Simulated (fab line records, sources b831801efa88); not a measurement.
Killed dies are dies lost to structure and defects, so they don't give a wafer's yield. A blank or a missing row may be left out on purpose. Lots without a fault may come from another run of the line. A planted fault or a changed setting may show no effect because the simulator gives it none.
fab line records | flow sky130
record lots=6 wafers=18 last_day=50
route steps=708 shown LDD_HVN@274 LDD_HVP@278 LDD_LDN@289 PAD_OPEN@708
lots that met no fault: from a run of the same line without faults
start_h: hours from the record's first day to the start of the lot's first wafer shown | wait_h: hours since the lot's step before | " the same as in the row above | L1.1+2: a row that stands for several wafers | - no value, or no start given | * or withheld: withheld | < > ~ a bound
route shown NAME@n: a module of which the file shows steps, and the number in the route of the first | usual: mean/standard deviation of fault-free wafers | same: alike in all rows | chamber/n: place in a boat | sites: the reading at each site | _std_site: their standard deviation | _edge_site: outer sites' mean less inner sites' | radius_mm: how far each site lies from the wafer's centre | mask NAME#n: copy n | behind: the tool/chamber that last shaped the wafer | hold: why the lot was held/for how many hours/how that ended | device: the transistor (n, p or np) that didn't switch | end of line: the same wafers' tests at the end of the route | a step without rows: its recipe alone | killed: dies lost to structure and defects at the first sort, not the wafer's yield | map: a wafer's dies, x killed, . not, _ none there
set.NAME: the setting as run; set.NAME@STEP: as run at that earlier step | model.NAME: the simulator's own value behind a step, which no gauge read
lots at some steps of the route; a table a step, a row a wafer
services: from which hour (start_h, from the record's first day; less than 0 if before it) a tool's chamber was out of use, for how many hours, and why
## steps
# step SKY_LDD_HVN_OVL_MEAS_07
# usual LDD_HVN_OVL=0.2/1.2
# columns lot.wafer tool chamber start_h wait_h LDD_HVN_OVL[nm]
L994.1 overlay-01 - 530.96 0.1 1.1
L994.2 " - " " 0.5
L994.4 " - " " 1.2
L996.1 overlay-01 - 548.31 0.1 -1.6
L996.3 " - " " 0.4
L996.6 " - " " -1.9
L997.3 overlay-01 - 553.12 0.1 0.1
L997.4 " - " " 1.0
L997.6 " - " " 0.5
L108.2 overlay-02 - 632.92 0.1 -1.2
L108.5 " - " " 0.7
L108.6 " - " " 0.0
L111.1 overlay-02 - 652.81 0.1 1.5
L111.3 " - " " 1.0
L111.5 " - " " 1.0
L112.2 overlay-02 - 662.87 0.1 -2.9
L112.5 " - " " -0.1
L112.6 " - " " -0.4
# step SKY_LDD_HVN_IMPLANT_08
# recipe species=P energy_kev=60 dose_cm2=3e+13 tilt_deg=40
# step SKY_LDD_HVN_STRIP_09
# recipe chemistry=O2/N2 power_w=1400 pressure_mtorr=1500 platen_temp_c=withheld o2_flow_sccm=3000 n2_flow_sccm=300 overash_fraction=0.5
# usual drypump_motor_current_A=5.8/0.33 oes_product_au=0.408/0.0045 strip_time_to_endpoint_s=4.142/0.016
# columns lot.wafer tool chamber start_h wait_h drypump_motor_current_A oes_product_au rf_hours_counter_h strip_time_to_endpoint_s
L994.1 plasma_asher-04 1 531.15 0.1 5.2 0.412 81 4.115
L994.2 " 0 " " 6.0 0.405 81 4.111
L994.4 " 1 " " 5.2 0.409 - 4.113
L996.1 plasma_asher-03 0 548.50 0.1 5.9 0.406 73 4.124
L996.3 " 0 " " 5.9 0.408 - 4.150
L996.6 " 1 " " 5.6 0.407 - 4.117
L997.3 plasma_asher-03 1 553.33 0.1 5.7 0.411 - 4.175
L997.4 " 0 " " 5.9 0.404 - 4.162
L997.6 " 1 " " 5.6 0.410 - 4.170
L108.2 plasma_asher-03 0 633.10 0.1 5.9 0.404 82 4.131
L108.5 " 0 " " 5.9 0.407 - 4.148
L108.6 " 1 " " 5.6 0.409 - 4.140
L111.1 plasma_asher-02 0 653.00 0.1 6.5 0.406 55 4.127
L111.3 " 1 " " 5.8 0.408 - 4.140
L111.5 " 0 " " 6.5 0.408 - 4.120
L112.2 plasma_asher-03 1 663.05 0.1 5.6 0.408 87 4.132
L112.5 " 0 " " 5.9 0.400 - 4.121
L112.6 " 1 " " 5.6 0.409 - 4.119
# step SKY_LDD_HVN_TW_MEAS_10
# usual LDD_HVN_TW=1429/14
# columns lot.wafer tool chamber start_h wait_h LDD_HVN_TW
L994.1 film_metro-03 - 531.25 0.1 1443
L994.2 " - " " 1427
L994.4 " - " " 1431
L996.1 film_metro-01 - 548.60 0.1 1419
L996.3 " - " " 1417
L996.6 " - " " 1414
L997.3 film_metro-03 - 553.42 0.1 1431
L997.4 " - " " 1435
L997.6 " - " " 1432
L108.2 film_metro-01 - 633.21 0.1 1426
L108.5 " - " " 1425
L108.6 " - " " 1411
L111.1 film_metro-01 - 653.10 0.1 1409
L111.3 " - " " 1411
L111.5 " - " " 1419
L112.2 film_metro-01 - 663.16 0.1 1405
L112.5 " - " " 1407
L112.6 " - " " 1402
# step SKY_LDD_HVP_DEHYDRATE_00
# recipe temp_c=200 time_s=60
# step SKY_LDD_HVP_HMDS_01
# recipe prime_time_s=60 prime_temp_c=120
# step SKY_LDD_HVP_COAT_02
# recipe resist=NOVOLAK spin_rpm=3000 resist_thk_nm=300
# step SKY_LDD_HVP_SOFTBAKE_03
# recipe temp_c=90 time_s=60 resist=NOVOLAK
# step SKY_LDD_HVP_EXPOSE_04
# recipe mask_id=HVPTM na=0.6 source_shape=conventional sigma_outer=0.6 polarization=unpolarized target_cd_nm=700 dose_mj=86
# step SKY_LDD_HVP_PEB_05
# recipe temp_c=withheld time_s=* resist=NOVOLAK
# step SKY_LDD_HVP_DEVELOP_06
# recipe resist=NOVOLAK developer=TMAH develop_time_s=60 dev_temp_c=23
# step SKY_LDD_HVP_OVL_MEAS_07
# usual LDD_HVP_OVL=0.7/1.3
# columns lot.wafer tool chamber start_h wait_h LDD_HVP_OVL[nm]
L994.1 overlay-02 - 560.66 0.1 -0.5
L994.2 " - " " 0.3
L994.4 " - " " 0.2
L996.1 overlay-02 - 578.61 0.1 2.2
L996.3 " - " " 1.4
L996.6 " - " " 1.0
L997.3 overlay-02 - 582.58 0.1 -0.8
L997.4 " - " " 0.1
L997.6 " - " " 1.4
L108.2 overlay-01 - 660.36 0.1 -0.1
L108.5 " - " " 1.1
L108.6 " - " " -0.1
L111.1 overlay-01 - 679.91 0.1 0.9
L111.3 " - " " 0.8
L111.5 " - " " 2.1
L112.2 overlay-01 - 690.92 0.1 3.6
L112.5 " - " " 3.8
L112.6 " - " " 3.1
# step SKY_LDD_HVP_IMPLANT_08
# recipe species=B energy_kev=20 dose_cm2=1.7e+13 tilt_deg=17.9
# usual dose_ions_cm2=1.6996e+13/2.2e+10 faraday_current_uA=95.9/1.8
# columns lot.wafer tool chamber start_h wait_h dose_ions_cm2 faraday_current_uA
L994.1 implanter-01 0 560.70 0.0 1.7034e+13 94.8
L994.2 " 0 " " 1.7024e+13 97.4
L994.4 " 0 " " 1.702e+13 95.6
L996.1 implanter-04 0 578.65 0.0 1.6988e+13 98.0
L996.3 " 0 " " 1.6999e+13 96.0
L996.6 " 0 " " 1.6992e+13 91.9
L997.3 implanter-02 0 582.65 0.1 1.6972e+13 94.4
L997.4 " 0 " " 1.697e+13 95.9
L997.6 " 0 " " 1.6989e+13 94.3
L108.2 implanter-01 0 660.42 0.0 1.6986e+13 92.1
L108.5 " 0 " " 1.7024e+13 95.6
L108.6 " 0 " " 1.6982e+13 99.7
L111.1 implanter-01 0 679.95 0.0 1.518e+13 86.8
L111.3 " 0 " " 1.5188e+13 88.1
L111.5 " 0 " " 1.5186e+13 85.8
L112.2 implanter-01 0 690.98 0.0 1.5179e+13 87.1
L112.5 " 0 " " 1.5172e+13 86.3
L112.6 " 0 " " 1.5187e+13 84.2
# step SKY_LDD_HVP_STRIP_09
# recipe chemistry=O2/N2 power_w=1400 pressure_mtorr=1500 platen_temp_c=withheld o2_flow_sccm=3000 n2_flow_sccm=300 overash_fraction=0.5
# usual drypump_motor_current_A=5.7/0.35 oes_product_au=0.410/0.0047 strip_time_to_endpoint_s=4.134/0.015
# columns lot.wafer tool chamber start_h wait_h drypump_motor_current_A oes_product_au rf_hours_counter_h strip_time_to_endpoint_s
L994.1 plasma_asher-01 0 560.85 0.1 6.1 0.399 13 4.138
L994.2 " 1 " " 5.3 0.408 13 4.117
L994.4 " 0 " " 6.1 0.405 - 4.126
L996.1 plasma_asher-04 1 578.80 0.1 5.2 0.406 84 4.123
L996.3 " 0 " " 6.0 0.411 - 4.144
L996.6 " 1 " " 5.3 0.415 - 4.146
L997.3 plasma_asher-01 1 582.79 0.1 5.3 0.411 - 4.143
L997.4 " 0 " " 6.1 0.405 - 4.140
L997.6 " 0 " " 6.1 0.408 - 4.153
L108.2 plasma_asher-04 1 660.54 0.1 5.2 0.403 93 4.119
L108.5 " 0 " " 6.0 0.413 - 4.137
L108.6 " 1 " " 5.2 0.412 - 4.135
L111.1 plasma_asher-04 0 680.10 0.1 6.0 0.410 95 4.123
L111.3 " 0 " " 5.9 0.405 - 4.150
L111.5 " 1 " " 5.2 0.402 - 4.125
L112.2 plasma_asher-04 0 691.10 0.1 5.9 0.412 96 4.104
L112.5 " 1 " " 5.2 0.411 - 4.111
L112.6 " 0 " " 5.9 0.413 - 4.089
# step SKY_LDD_HVP_TW_MEAS_10
# usual LDD_HVP_TW=457/5.3
# columns lot.wafer tool chamber start_h wait_h LDD_HVP_TW
L994.1 film_metro-04 - 560.95 0.1 461
L994.2 " - " " 462
L994.4 " - " " 463
L996.1 film_metro-04 - 578.90 0.1 461
L996.3 " - " " 458
L996.6 " - " " 461
L997.3 film_metro-04 - 582.87 0.1 460
L997.4 " - " " 457
L997.6 " - " " 461
L108.2 film_metro-01 - 660.65 0.1 446
L108.5 " - " " 450
L108.6 " - " " 449
L111.1 film_metro-03 - 680.20 0.1 439
L111.3 " - " " 440
L111.5 " - " " 441
L112.2 film_metro-01 - 691.21 0.1 437
L112.5 " - " " 436
L112.6 " - " " 435
# step SKY_LDD_LDN_DEHYDRATE_00
# recipe temp_c=200 time_s=60
# step SKY_PAD_OPEN_PROBE_99
# usual killed_at_M0_to_M3=43/6.8 killed_at_M4_up=3.0/1.8 killed_at_contacts=23/5.4 killed_at_front_end=15/4.4 killed_at_other=0.3/0.51 killed_dies=85/9.2 killed_open=47/6.8 killed_short=39/6.8
# same gross_dies=492 killed_at_back_side=0
# columns lot.wafer tool chamber start_h wait_h killed_at_M0_to_M3 killed_at_M4_up killed_at_contacts killed_at_front_end killed_at_other killed_dies killed_open killed_short model.etest.tip_p_5v.rs_ohm_sq
L994.1 prober-01 - 1118.08 0.1 48 3 23 16 2 92 51 41 2829
L994.2 prober-01 - 1118.13 0.1 50 1 18 14 0 83 48 35 2827
L994.4 prober-01 - 1118.23 0.2 34 3 20 17 0 74 47 27 2828
L996.1 prober-01 - 1130.78 0.1 40 2 24 14 0 80 47 33 2831
L996.3 prober-01 - 1130.88 0.2 48 1 40 14 0 103 58 45 2834
L996.6 prober-01 - 1131.03 0.2 55 5 20 13 0 93 49 44 2829
L997.3 prober-02 - 1134.39 0.2 35 2 17 18 2 74 42 32 2888
L997.4 prober-02 - 1134.44 0.2 39 1 19 14 1 74 35 39 2884
L997.6 prober-02 - 1134.54 0.2 45 3 20 11 1 80 45 35 2900
L108.2 prober-01 - 1183.41 0.1 37 6 31 20 0 94 43 51 2870
L108.5 prober-01 - 1183.56 0.2 34 8 29 10 0 81 36 45 2864
L108.6 prober-01 - 1183.61 0.2 35 2 21 13 0 71 38 33 2907
L111.1 prober-01 - 1194.13 0.1 37 6 22 9 1 75 38 37 3129
L111.3 prober-01 - 1194.23 0.2 34 3 17 10 1 65 49 16 3139
L111.5 prober-01 - 1194.33 0.2 47 4 22 12 0 85 45 40 3149
L112.2 prober-01 - 1199.59 0.1 41 2 26 10 0 79 38 41 3108
L112.5 prober-01 - 1199.74 0.2 50 1 25 12 0 88 41 47 3070
L112.6 prober-01 - 1199.79 0.2 58 2 30 13 0 103 49 54 3099
# killed by level:class
L994.1 CONTACT:geometric_particle:open=12 VIA1:geometric_particle:open=9 POLY_GATE:geometric_particle:open=6 VIA2:geometric_particle:open=6 VIA2:geometric_particle:short=6 METAL2:geometric_particle:short=6 FIELD_ISO:geometric_particle:open=5 VIA1:geometric_particle:short=5
L994.2 VIA1:geometric_particle:open=13 VIA3:geometric_particle:open=11 METAL1:geometric_particle:short=10 CONTACT:geometric_particle:open=8 FIELD_ISO:geometric_particle:short=4 FIELD_ISO:geometric_particle:open=4 LI_CONTACT:geometric_particle:open=4 CONTACT:geometric_particle:short=4
L994.4 VIA2:geometric_particle:open=10 CONTACT:geometric_particle:open=9 LI_CONTACT:geometric_particle:open=7 POLY_GATE:geometric_particle:short=6 POLY_GATE:geometric_particle:open=5 VIA1:geometric_particle:open=5 VIA1:geometric_particle:short=3 VIA3:geometric_particle:open=3
L996.1 VIA1:geometric_particle:open=9 VIA2:geometric_particle:open=9 LI_CONTACT:geometric_particle:open=7 CONTACT:geometric_particle:open=6 VIA1:geometric_particle:short=5 VIA3:geometric_particle:open=5 METAL2:geometric_particle:short=5 CONTACT:geometric_particle:short=4
L996.3 CONTACT:geometric_particle:open=15 VIA1:geometric_particle:open=11 LI_CONTACT:geometric_particle:open=11 VIA1:geometric_particle:short=9 VIA2:geometric_particle:open=7 CONTACT:geometric_particle:short=6 FIELD_ISO:geometric_particle:short=4 LOCAL_INTERCONNECT:geometric_particle:short=4
L996.6 VIA1:geometric_particle:open=10 VIA2:geometric_particle:open=9 METAL2:geometric_particle:short=9 VIA3:geometric_particle:open=7 LI_CONTACT:geometric_particle:open=6 CONTACT:geometric_particle:short=5 VIA1:geometric_particle:short=5 METAL4:geometric_particle:short=4
L997.3 POLY_GATE:geometric_particle:open=8 VIA3:geometric_particle:open=6 CONTACT:geometric_particle:open=6 METAL2:geometric_particle:short=6 VIA1:geometric_particle:short=5 METAL1:geometric_particle:short=5 VIA1:geometric_particle:open=5 LI_CONTACT:geometric_particle:open=4
L997.4 VIA2:geometric_particle:open=8 METAL1:geometric_particle:short=8 CONTACT:geometric_particle:open=6 VIA3:geometric_particle:open=6 VIA1:geometric_particle:open=6 LOCAL_INTERCONNECT:geometric_particle:short=5 CONTACT:geometric_particle:short=5 FIELD_ISO:geometric_particle:short=4
L997.6 CONTACT:geometric_particle:open=13 VIA1:geometric_particle:open=9 METAL1:geometric_particle:short=7 VIA2:geometric_particle:open=6 METAL3:geometric_particle:short=5 POLY_GATE:geometric_particle:short=4 LI_CONTACT:geometric_particle:open=4 VIA1:geometric_particle:short=4
L108.2 CONTACT:geometric_particle:open=11 FIELD_ISO:geometric_particle:short=9 LI_CONTACT:geometric_particle:open=8 METAL2:geometric_particle:short=8 VIA3:geometric_particle:open=7 VIA1:geometric_particle:short=6 LOCAL_INTERCONNECT:geometric_particle:short=5 VIA1:geometric_particle:open=5
L108.5 CONTACT:geometric_particle:open=12 VIA1:geometric_particle:open=10 CONTACT:geometric_particle:short=9 METAL2:geometric_particle:short=6 METAL4:geometric_particle:short=6 LOCAL_INTERCONNECT:geometric_particle:short=4 VIA2:geometric_particle:short=4 VIA1:geometric_particle:short=4
L108.6 VIA1:geometric_particle:open=8 CONTACT:geometric_particle:open=7 LI_CONTACT:geometric_particle:open=6 METAL2:geometric_particle:short=6 FIELD_ISO:geometric_particle:short=5 FIELD_ISO:geometric_particle:open=5 METAL1:geometric_particle:short=4 POLY_GATE:geometric_particle:open=3
L111.1 CONTACT:geometric_particle:open=9 VIA1:geometric_particle:short=8 METAL1:geometric_particle:short=7 VIA1:geometric_particle:open=7 LI_CONTACT:geometric_particle:open=6 METAL4:geometric_particle:short=5 VIA3:geometric_particle:open=5 POLY_GATE:geometric_particle:open=4
L111.3 VIA1:geometric_particle:open=17 LI_CONTACT:geometric_particle:open=7 CONTACT:geometric_particle:open=4 METAL2:geometric_particle:open=4 FIELD_ISO:geometric_particle:open=3 VIA2:geometric_particle:open=3 VIA3:geometric_particle:open=3 FIELD_ISO:geometric_particle:short=2
L111.5 VIA1:geometric_particle:open=13 CONTACT:geometric_particle:open=10 METAL1:geometric_particle:short=8 LI_CONTACT:geometric_particle:open=7 VIA1:geometric_particle:short=6 VIA3:geometric_particle:short=6 METAL3:geometric_particle:short=4 FIELD_ISO:geometric_particle:open=3
L112.2 METAL2:geometric_particle:short=10 CONTACT:geometric_particle:open=8 VIA1:geometric_particle:open=6 VIA3:geometric_particle:open=6 LOCAL_INTERCONNECT:geometric_particle:short=5 LI_CONTACT:geometric_particle:open=5 VIA2:geometric_particle:short=4 FIELD_ISO:geometric_particle:short=3
L112.5 LI_CONTACT:geometric_particle:open=8 METAL1:geometric_particle:short=8 CONTACT:geometric_particle:open=6 METAL3:geometric_particle:short=6 VIA2:geometric_particle:open=6 VIA3:geometric_particle:open=6 VIA1:geometric_particle:open=5 FIELD_ISO:geometric_particle:short=4
L112.6 VIA2:geometric_particle:open=12 METAL2:geometric_particle:short=11 LI_CONTACT:geometric_particle:open=9 CONTACT:geometric_particle:open=8 POLY_GATE:geometric_particle:short=7 METAL1:geometric_particle:short=7 VIA1:geometric_particle:open=7 CONTACT:geometric_particle:short=6
## services
# columns tool chamber start_h hours kind
plasma_asher-02 - 525.00 2.8 repair
plasma_asher-04 - 555.25 11.5 repair
plasma_asher-04 - 571.59 4.0 repair
implanter-01 - 574.19 2.0 repair
implanter-04 - 582.60 6.3 repair
implanter-02 - 602.36 43.9 repair
implanter-04 - 624.80 2.8 repair
plasma_asher-01 - 626.74 44.3 repair
plasma_asher-04 - 633.23 1.3 repair
plasma_asher-03 - 642.95 1.0 repair
implanter-04 - 662.84 2.7 repair
## key
first_sign step=SKY_LDD_HVP_IMPLANT_08 reading=dose_ions_cm2 direction=down sigmas=84 usual=* struck=*
effect step=SKY_LDD_HVP_IMPLANT_08 reading=faraday_current_uA direction=down sigmas=5.2 usual=95.9 struck=86.4
effect step=SKY_LDD_HVP_TW_MEAS_10 reading=LDD_HVP_TW direction=down sigmas=3.5 usual=457 struck=438
model_effect step=SKY_PAD_OPEN_PROBE_99 value=etest.tip_p_5v.rs_ohm_sq without=2870 struck=3116
met_at SKY_LDD_HVP_IMPLANT_08
struck_wafers L111.1,L111.3,L111.5,L112.2,L112.5,L112.6
tester_left_out L111,L112
onset_between 660.42 679.95
fault kind=process_parameter_drift tool=implanter-01 chamber=- onset_h=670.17 steps=SKY_LDD_HVP_IMPLANT_08 channel=dose_cm2 offset=* shape=step end_h=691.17 acts_in=* stated=*
# tester_left_out: of these lots the tester's yield and bins aren't shown, on N5 and GAA mostly nor the transistor test; their killed dies are dies lost to structure and defects alone, not to doping, threshold or leakage, so they don't give the yield
